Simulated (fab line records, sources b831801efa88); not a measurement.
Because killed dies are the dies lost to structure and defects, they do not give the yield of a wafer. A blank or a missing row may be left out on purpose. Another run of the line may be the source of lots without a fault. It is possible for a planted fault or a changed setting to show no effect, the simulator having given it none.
Chamber matching	flow gf180mcu	GF_V2_CMP_26 on cmp-02 has 4 sister chambers
The step polishes, stops on SiO2, t overpolish 15 s, target thk 0 nm. 16 wafers are shown with their chamber, then 7 later ones without.

WAFERS PAIRED WITH THEIR CHAMBERS
wafer	chamber	motor current A (A)	time to endpoint s (s)
L335.4	3	9.7	83
L335.5	2	11.7	78
L335.6	3	9.1	78
L338.1	1	12.4	88
L338.5	1	12.8	86
L338.6	0	8.2	85
L340.1	2	12.5	82
L340.2	3	9.2	83
L340.6	0	8.9	82
L341.1	3	9.5	83
L341.5	3	9.7	83
L341.6	2	12.3	85
L344.1	2	12.4	81
L344.3	0	8.9	85
L344.4	3	9.5	81
L348.3	0	8.3	85

SIGNATURES, as means of the wafers listed above
reading	chamber 0	chamber 1	chamber 2	chamber 3	scatter within a chamber
motor current A	8.575	12.600	12.225	9.450	0.318
time to endpoint s	84.25	87.00	81.50	81.83	2.13
Rule: for each reading, subtract the chamber's mean from the wafer's reading, divide by that reading's scatter and square the result; add these up over the readings and take the root, which gives the wafer's distance from the chamber. The wafer belongs to the nearest chamber; if the next one is less than 2 further off, it can't be placed. The scatter is the square root of a quotient: the sum, over the shown wafers, of each reading's squared deviation from its chamber's mean, divided by wafers minus chambers.

WAFERS WHOSE CHAMBER IS MISSING
wafer	motor current A (A)	time to endpoint s (s)
L348.4	12.4	84
L348.5	9.2	79
L352.3	9.3	79
L352.4	9.3	71
L357.1	12.0	83
L357.4	9.6	82
L357.5	9.0	79

EACH ONE'S CHAMBER
wafer	from the rows above	in truth
L348.4	can't be placed: 2 or 1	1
L348.5	can't be placed: 3 or 0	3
L352.3	can't be placed: 3 or 0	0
L352.4	can't be placed: 3 or 0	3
L357.1	can't be placed: 2 or 1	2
L357.4	3	3
L357.5	can't be placed: 3 or 0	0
Placed correctly: 1 of 7. Not placeable from these rows: 6 (in 6, the candidates include the true chamber). Wrongly placed: 0.
